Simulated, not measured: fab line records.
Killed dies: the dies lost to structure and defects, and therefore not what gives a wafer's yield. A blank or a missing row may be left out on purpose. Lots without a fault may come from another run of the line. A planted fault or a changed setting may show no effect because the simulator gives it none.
Problem report in the 8D (eight disciplines) form, filled by code	flow gf180mcu	the parts of the form that need people (team, actions taken, sign-off) are left out

1. PROBLEM STATEMENT
At GF_VT_IMPLANT_DEVELOP_06, developer temp C averages 22.13 C over 6 wafers from 2 lots, while fault-free wafers read 23.02 C, standard deviation 0.11. Relative to the usual mean, that is a shift of -8.1 standard deviations.
The step: develop time 60 s.
First seen on wafer L568.2, day 10 18:43, on litho track-04. The record holds 42 wafers of 14 lots with a number at this step. By rule, "out" or "out of limits" means more than 4 standard deviations away from the usual mean. Any other wafer with a number is counted as sound.

2. WHAT IT IS; WHAT IT IS NOT
question	is	is not
which readings at this step	developer temp C	resist line temp C
which lots	L568, L569	L549, L550, L551, L554, L556, L557, L558, L559, L560, L565, L570, L571
which wafers of those lots	all that have a number	-
read on which tools	litho track-04	litho track-02, litho track-03
when	from day 10 18:43	up to then (30 sound wafers); but 6 sound wafers of L570, L571 came after

3. THE SUSPECTS, EACH WITH WHAT RULES IT OUT
Counting: any tool at a process step up to the reading is kept as a suspect provided that every lot that is out went through it and no sound lot did after the first of them.
- litho track-04 at GF_VT_IMPLANT_DEVELOP_06 (develop time 60 s): kept. Every lot that is out went through it, starting with L568 (day 10 18:43), and after that it ran no sound lot; the last sound lot it ran before then is L560 (day 8 14:51). Its own developer temp C readings are out on those wafers.
After counting, what remains is litho track-04 at GF_VT_IMPLANT_DEVELOP_06.

4. THE CAUSE (what the simulator had put in)
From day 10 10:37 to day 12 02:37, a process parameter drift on litho track-04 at GF_VT_IMPLANT_DEVELOP_06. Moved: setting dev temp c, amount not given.
Counting left only this tool.

5. THE CHAIN OF EFFECTS, in route order
One row per reading whose mean, taken over the struck wafers that have a number, lies over 3 standard deviations from the usual. Readings are gone through only where the record gives a usual standard deviation; hours: the median, over the lots, of the time from a lot's start at the first step in this table giving one to that lot's start at this step; sigmas: the change measured in usual standard deviations.
hours	step	reading	usual	on struck wafers	change	sigmas
0	GF_VT_IMPLANT_DEVELOP_06	developer temp C	23.02 C	22.13	-0.89	-8.1
Process steps it contains:
- GF_VT_IMPLANT_DEVELOP_06: develop time 60 s.
At these later measuring or inspecting steps, every struck wafer for which the step has a row has a number for every such reading, and none has moved that far: GF_VT_IMPLANT_RS_MEAS_47.

6. WHAT WOULD HAVE CAUGHT IT SOONER
First out-of-limits reading in this record: day 10 18:43, which is 8 hours after fault onset at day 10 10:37.
